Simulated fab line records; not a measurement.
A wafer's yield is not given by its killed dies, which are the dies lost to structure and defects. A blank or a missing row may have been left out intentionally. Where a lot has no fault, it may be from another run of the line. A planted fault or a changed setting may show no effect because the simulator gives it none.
8D (eight disciplines) problem report, filled in by code || flow gf180mcu || the parts of the form that need people (team, actions taken, sign-off) are left out

## 1. PROBLEM STATEMENT
oes-product-au at GF_PASSIVATION_ETCH_11 reads a mean of 0.890 a.u. on 2 wafers of 2 lots; wafers without a fault read 0.961 a.u. with a standard deviation of 0.0072. That is -9.9 standard deviations from the usual mean.
The step: etches the open film in CF4/O2, stops on TiN, target depth 1800 nm, time 400 s.
First observed at day 32 15:19: wafer L603.5, on rie-diel-04. The record has a number at this step for 42 wafers belonging to 14 lots. Rule for "out", or "out of limits": more than 4 standard deviations from the usual mean. The other wafers with a number count as sound.

## 2. WHAT IT IS AND WHAT IT IS NOT
{"question": "which readings at this step", "is": "oes-product-au", "is not": "O2_flow_sccm, drypump-motor-current-A, rf-fwd-power-W"}
{"question": "which lots", "is": "L603, L604", "is not": "L590, L591, L592, L594, L595, L596, L602, L605, L608, L609, L610, L611"}
{"question": "which wafers of those lots", "is": "L603.5, L604.2", "is not": "L603.1, L603.4, L604.3, L604.5"}
{"question": "read on which tools", "is": "rie-diel-04", "is not": "rie-diel-01, rie-diel-02"}
{"question": "when", "is": "from day 32 15:19", "is not": "up to then (23 sound wafers); but 17 sound wafers of L604, L605, L608, L609, L610, L611 came after"}

## 3. THE SUSPECTS, EACH WITH WHAT RULES IT OUT
Counting: if a tool at a process step up to the reading ran every lot that is out, it stays a suspect. Sound lots after the first of them don't rule it out here, since some wafers of a struck lot are sound.
- rie-diel-04 at GF_PASSIVATION_ETCH_11 (etches the open film in CF4/O2, stops on TiN, target depth 1800 nm, time 400 s): kept. Every lot that is out went through it, the first being L603 (day 32 15:19); the last sound lot it ran before that was L602 (day 32 08:49). Out on those wafers are its own readings of oes-product-au.
- Within rie-diel-04 at GF_PASSIVATION_ETCH_11: the wafers that are out ran in chamber 2; their sound lot-mates ran in chambers 0, 1, 3.
Remaining after the count: rie-diel-04 at GF_PASSIVATION_ETCH_11.

## 4. THE CAUSE (what the simulator had put in)
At GF_PASSIVATION_ETCH_11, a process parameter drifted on rie-diel-04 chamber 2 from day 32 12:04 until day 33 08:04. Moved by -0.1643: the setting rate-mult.
The count eliminated every tool but this one.

## 5. THE CHAIN OF EFFECTS, in route order
Each row: a reading where the mean over the struck wafers with a number is more than 3 standard deviations away from the usual. Only readings whose record carries a usual standard deviation are examined. hours: median over the lots of the time between each lot's start at the first step of this table that gives one and its start at this step. sigmas: the change, counted in usual standard deviations.
{"hours": 0, "step": "GF_PASSIVATION_ETCH_11", "reading": "oes-product-au", "usual": "0.961 a.u.", "on struck wafers": 0.890, "change": -0.071, "sigmas": -9.9}
{"hours": 0, "step": "GF_PASSIVATION_STRIP_12", "reading": "strip-time-to-endpoint-s", "usual": "34.55 s", "on struck wafers": 36.88, "change": "+2.33", "sigmas": "+8.9"}
The process steps in it:
- GF_PASSIVATION_ETCH_11: etches the open film in CF4/O2, stops on TiN, target depth 1800 nm, time 400 s.
- GF_PASSIVATION_STRIP_12: strips in O2/N2.

## 6. WHAT WOULD HAVE CAUGHT IT SOONER
In this record no reading fell out of limits until day 32 15:19, 3 hours after the fault had begun at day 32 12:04.
